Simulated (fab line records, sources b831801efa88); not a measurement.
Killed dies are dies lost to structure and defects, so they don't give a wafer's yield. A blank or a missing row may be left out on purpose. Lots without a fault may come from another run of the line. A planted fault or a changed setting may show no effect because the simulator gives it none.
Split-lot experiment | flow sfq_line | 5 lots, 23 wafers read, on a route of 325 steps

THE SPLIT
At SFQ_TRILAYER_I3_DEP_PECVD_081 (deposits SiO2 from SiH4/N2O, time 111.11 s, target thk 500 nm), the setting time_s was moved away from the recipe's 111.11 s on 10 of the 23 wafers read, by -9.5% to +12.2%. The other wafers ran this setting at the recipe's value.

The reading is taken at the split's own step.

THE READING
SiO2_of_TRILAYER_I3_DEP_PECVD_081.thk_nm (the simulator's own value, which no gauge read), in nm, at SFQ_TRILAYER_I3_DEP_PECVD_081 (deposits SiO2 from SiH4/N2O, time 111.11 s, target thk 500 nm). The file gives no usual value for it. The 13 wafers here that ran the recipe average 498.5 nm, standard deviation 7.2 nm.

wafer  | tool, chamber at the split | time_s as run, s | against the recipe | SiO2_of_TRILAYER_I3_DEP_PECVD_081.thk_nm, nm | against lot-mates on the recipe
L074.4 | pecvd-03, 2                | 111.11           | recipe             | 500.6                                        | -
L074.5 | pecvd-03, 1                | 111.11           | recipe             | 493.6                                        | -
L074.6 | pecvd-03, 0                | 111.11           | recipe             | 502.1                                        | -
L076.1 | pecvd-01, 1                | 124.7            | +12.2%             | 558.1                                        | +66.0
L076.2 | pecvd-01, 2                | 111.11           | recipe             | 489.8                                        | -
L076.3 | pecvd-01, 0                | 111.11           | recipe             | 485                                          | -
L076.4 | pecvd-01, 2                | 124.7            | +12.2%             | 559                                          | +66.9
L076.6 | pecvd-01, 0                | 111.11           | recipe             | 501.6                                        | -
L080.1 | pecvd-03, 0                | 111.11           | recipe             | 499.7                                        | -
L080.2 | pecvd-03, 2                | 111.11           | recipe             | 496.6                                        | -
L080.4 | pecvd-03, 1                | 123.5            | +11.2%             | 568.7                                        | +66.5
L080.5 | pecvd-03, 0                | 123.5            | +11.2%             | 564.4                                        | +62.2
L080.6 | pecvd-03, 2                | 111.11           | recipe             | 510.2                                        | -
L084.2 | pecvd-01, 1                | 100.6            | -9.5%              | 451.7                                        | -43.9
L084.3 | pecvd-01, 0                | 100.6            | -9.5%              | 436                                          | -59.6
L084.4 | pecvd-01, 0                | 111.11           | recipe             | 497                                          | -
L084.5 | pecvd-01, 2                | 111.11           | recipe             | 494.1                                        | -
L084.6 | pecvd-01, 1                | 100.6            | -9.5%              | 456                                          | -39.6
L085.1 | pecvd-01, 2                | 111.11           | recipe             | 497.3                                        | -
L085.2 | pecvd-01, 0                | 116.5            | +4.9%              | 522.2                                        | +17.3
L085.3 | pecvd-01, 1                | 116.5            | +4.9%              | 520.8                                        | +15.9
L085.5 | pecvd-01, 1                | 111.11           | recipe             | 512.5                                        | -
L085.6 | pecvd-01, 2                | 116.5            | +4.9%              | 528.9                                        | +24.0

THE FIT
A straight line over all 23 wafers: SiO2_of_TRILAYER_I3_DEP_PECVD_081.thk_nm changes by +5.4 nm for each +1% of time_s; r = +0.98; the points scatter about the line by 7.4 nm.
The same after taking each lot's own level away (the mean of its wafers on the recipe; 23 wafers): +5.29 nm for each +1%; r = +0.98; scatter 6.5 nm.
On that fit, the largest move of time_s shifts the reading by 65 nm.
The lots' own levels span 492.13 to 504.90 nm, that is 1.8 times the standard deviation above.
So the lot-to-lot level changes the slope little: the two slopes agree.
Check: with one of the wafers moved furthest among these (+12.2%) left out of the fit, the line predicts +64.4 nm for it against its lot-mates. It came out at +66 nm against them.

OTHER SPLITS ON THESE WAFERS
These wafers also went through other splits before the reading. Each is held against what the fit with the lots' levels taken away leaves over:
other split on the same wafers                      | wafers away from the commonest value | r with SiO2_of_TRILAYER_I3_DEP_PECVD_081.thk_nm (lot level and that fit taken away)
SFQ_TRILAYER_I1_VIA_BARC_OPEN_VIA_ETCH_071 time_s   | 6                                    | +0.35
SFQ_TRILAYER_M2_LITHO_COAT_057 spin_rpm             | 5                                    | -0.08
SFQ_TRILAYER_I2_DEP_PECVD_063 time_s                | 5                                    | -0.03
SFQ_TRILAYER_I2_VIA_LITHO_COAT_067 spin_rpm         | 7                                    | -0.22
SFQ_TRILAYER_I2_VIA_BARC_OPEN_VIA_ETCH_096 source_w | 11                                   | +0.07
SFQ_TRILAYER_M3_ETCH_METAL_ETCH_078 icp_w           | 8                                    | -0.26

THE WHOLE CHAIN: every reading that the file lists as answering this split, in the file's order
step                          | what it does                                                  | reading                                                                                   | change (the file's fit)              | r (the file's)
SFQ_TRILAYER_I3_DEP_PECVD_081 | deposits SiO2 from SiH4/N2O, time 111.11 s, target thk 500 nm | SiO2_of_TRILAYER_I3_DEP_PECVD_081.thk_nm (the simulator's own value, which no gauge read) | +5.36 nm for each +1% of the setting | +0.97
SFQ_TRILAYER_I3_CMP_CMP_082   | polishes SiO2                                                 | time_to_endpoint_s                                                                        | withheld for each +1% of the setting | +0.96

THE FILE'S OWN FIT
SiO2_of_TRILAYER_I3_DEP_PECVD_081.thk_nm changes by +5.36 nm for each +1% of time_s, r = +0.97.
